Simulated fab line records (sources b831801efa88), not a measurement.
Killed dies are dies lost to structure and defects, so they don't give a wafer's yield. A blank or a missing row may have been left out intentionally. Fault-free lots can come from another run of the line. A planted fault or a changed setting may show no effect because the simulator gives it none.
Code-filled problem report in 8D (eight disciplines) form    flow sfq_line    the parts of the form that need people (team, actions taken, sign-off) are left out

## 1. WHAT WENT WRONG
At SFQ_TRILAYER_I6_VIA_ETCH_VIA_ETCH_172, bias_w averages 84.44 W over 5 wafers from 2 lots, while fault-free wafers read 79.99 W, standard deviation 0.25. Relative to the usual mean, that is a shift of +18 standard deviations.
The step: etches SiO2 in CHF3, stops on Nb, target depth 260 nm.
First observed at day 80 16:22: wafer L219.3, on rie_diel-04. The record has a number at this step for 41 wafers belonging to 14 lots. The rule behind "out" and "out of limits": a value lying over 4 standard deviations away from the usual mean. All remaining wafers that have a number are taken as sound.

## 2. WHAT IT IS, AND WHAT IT ISN'T
question                     is                      is not
which readings at this step  bias_w                  drypump_motor_current_A, oes_product_au, rf_fwd_power_W
which lots                   L219, L221              L208, L210, L211, L213, L215, L223, L225, L226, L227, L228, L229, L230
which wafers of those lots   all that have a number  -
read on which tools          rie_diel-04             rie_diel-02, rie_diel-03
when                         from day 80 16:22       up to then (15 sound wafers); but 21 sound wafers of L223, L225, L226, L227, L228, L229, L230 came after

## 3. THE SUSPECTS, EACH WITH WHAT RULES IT OUT
Counting: any tool at a process step up to the reading is kept as a suspect provided that every lot that is out went through it and no sound lot did after the first of them.
- rie_diel-04 at SFQ_TRILAYER_I6_VIA_ETCH_VIA_ETCH_172 (etches SiO2 in CHF3, stops on Nb, target depth 260 nm): kept. All lots that are out passed through it, beginning with L219 at day 80 16:22, and no sound lot followed; its final sound lot before that point was L213 at day 79 07:05. On those wafers its own readings are out: bias_w.
The count leaves rie_diel-04 at SFQ_TRILAYER_I6_VIA_ETCH_VIA_ETCH_172.

## 4. THE CAUSE (what the simulator had put in)
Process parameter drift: rie_diel-04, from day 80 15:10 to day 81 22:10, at SFQ_TRILAYER_I6_VIA_ETCH_VIA_ETCH_172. A move of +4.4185 in setting bias_w, from 80. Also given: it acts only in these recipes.
Only this tool survived the counting.

## 5. THE EFFECT CHAIN, in route order
Rows list readings where the struck wafers' mean (over those with a number) sits beyond 3 standard deviations from the usual. Readings are gone through only where the record gives a usual standard deviation; hours: the median, over the lots, of the time from a lot's start at the first step in this table giving one to that lot's start at this step; sigmas: the change measured in usual standard deviations.
hours  step                                   reading  usual    on struck wafers  change  sigmas
0      SFQ_TRILAYER_I6_VIA_ETCH_VIA_ETCH_172  bias_w   79.99 W  84.44             +4.45   +18
It contains these process steps:
- SFQ_TRILAYER_I6_VIA_ETCH_VIA_ETCH_172: etches SiO2 in CHF3, stops on Nb, target depth 260 nm.

## 6. WHAT WOULD HAVE CAUGHT IT SOONER
In this record the first reading out of limits was taken at day 80 16:22, 1 hour after the fault began at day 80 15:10.
